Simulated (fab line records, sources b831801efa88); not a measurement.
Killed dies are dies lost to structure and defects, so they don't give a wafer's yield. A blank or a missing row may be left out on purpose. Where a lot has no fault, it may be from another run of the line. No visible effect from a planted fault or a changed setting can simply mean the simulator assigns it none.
Comparing a struck lot with a sound one | flow sky130 | 16 out of 708 route steps
Sound: wafers L164.2, L164.3, L164.4. Struck: wafers L184.2, L184.4. (L184.3 of the same lot was not struck and is left out.) The cause comes at the end.
At each step with rows: each side's tool, then ch and its chambers, then its first start. Under that, the readings that differ: sound wafers | struck wafers | difference of the means | sigmas: that difference in standard deviations of wafers without a fault.
alike: words and numbers the same on both sides, and readings whose means are apart by under 2 such deviations; not compared: readings that were withheld, readings missing a value for some wafer, numbers with overlapping values and no deviation given by the record, and bounds like >300 which may hide the same value.
Wherever a step has rows on one side only, a row that says differs or no value, or a row with sigmas, the two part there. When numbers do not overlap yet have no deviation, they are printed without sigmas and do not part them. Lack of a reading on every wafer of one side parts them only where that side has two or more wafers.

SKY_VIA1_CMP_02: polishes SiO2.
  sound on cmp-01 ch 1,2,3, day 32 17:02; struck on cmp-01 ch 1,3, day 39 01:58
  alike: motorCurrentA, retainingRingPressureFrac
SKY_VIA1_BOW_MEAS_03:
  sound: filmMetro-04 at day 32 17:22; struck: filmMetro-04 at day 39 02:17
  alike: VIA1_BOW
then, 8 steps without rows for these wafers: SKY_VIA1_DEHYDRATE_04 (time 60 s); SKY_VIA1_HMDS_05 (prime time 60 s); SKY_VIA1_COAT_06 (resist thk 60 nm); SKY_VIA1_COAT_07 (resist thk 450 nm); SKY_VIA1_SOFTBAKE_08 (time 90 s); SKY_VIA1_EXPOSE_09 (exposes mask VIM, target cd 150 nm); SKY_VIA1_PEB_10; SKY_VIA1_DEVELOP_11 (develop time 60 s).
SKY_VIA1_CD_MEAS_12 targets a cd of 150 nm.
  sound: cdSem-01 at day 33 20:26; struck: cdSem-01 at day 40 03:42
reading   | sound             | struck      | difference | sigmas
cdNm (nm) | 148.8 147.4 147.9 | 151.6 151.3 | +3.4       | +2
SKY_VIA1_OVL_MEAS_13:
  sound: overlay-02 at day 33 20:32; struck: overlay-01 at day 40 03:49
  alike: VIA1_OVL
SKY_VIA1_ETCH_14: etches BARC in N2/H2, stops on SiO2, time 45.9 s, target depth 60 nm.
  sound on rieDiel-02 ch 0,1,3, day 33 20:34; struck on rieDiel-02 ch 0,3, day 40 03:50
reading                                    | sound                | struck        | difference | sigmas
oesProductAu (a.u.)                        | 0.853 0.854 0.856    | 0.989 0.983   | +0.132     | +29
runLengthS (s)                             | 73.9 75.3 73.7       | 60.4 60.7     | -13.8      | -29
throttleValvePct (%)                       | 13.221 13.224 13.230 | 13.239 13.249 | +0.019     | +2
model.KrF-thick_of_VIA1_COAT_07.thkNm (nm) | 391.1 392.5 392.7    | 405.6 405.4   | +13.4      | 
model.etch.depthNm (nm)                    | 59.94 59.9 60.22     | 53.91 52.85   | -6.64      | 
  alike: drypumpMotorCurrentA
  not compared: rfHoursCounterH, model.VIA1.cdNm
SKY_VIA1_ETCH_15: etches SiO2 in C4F8/O2/Ar, stops on TiN, target depth 351 nm, time 54 s.
  sound on rieDiel-02 ch 0,1,3, day 33 20:37; struck on rieDiel-02 ch 0,3, day 40 03:53
reading                                    | sound             | struck      | difference | sigmas
oesProductAu (a.u.)                        | 0.990 0.990 0.989 | 0.376 0.374 | -0.615     | -98
model.KrF-thick_of_VIA1_COAT_07.thkNm (nm) | 321 321.8 321.6   | 336 336.3   | +15        | 
  alike: runLengthS
  not compared: rfHoursCounterH
SKY_VIA1_STRIP_16: strips in O2/N2.
  sound on plasmaAsher-02 ch 0,1, day 33 20:40; struck on plasmaAsher-04 ch 0, day 40 03:56
reading                  | sound             | struck      | difference | sigmas
drypumpMotorCurrentA (A) | 5.36 5.36 5.75    | 6.11 6.09   | +0.61      | +2
stripTimeToEndpointS (s) | 4.452 4.455 4.453 | 4.575 4.594 | +0.131     | +5
  alike: oesProductAu
  not compared: rfHoursCounterH
then, 1 step without rows for these wafers: SKY_VIA1_STRIP_17 (strips in post etch residue remover, time 1200 s).

## WHERE THEY PART
At SKY_VIA1_CD_MEAS_12 first; at SKY_VIA1_STRIP_16 last (within this record only).

WHY: what had been put in by the simulator
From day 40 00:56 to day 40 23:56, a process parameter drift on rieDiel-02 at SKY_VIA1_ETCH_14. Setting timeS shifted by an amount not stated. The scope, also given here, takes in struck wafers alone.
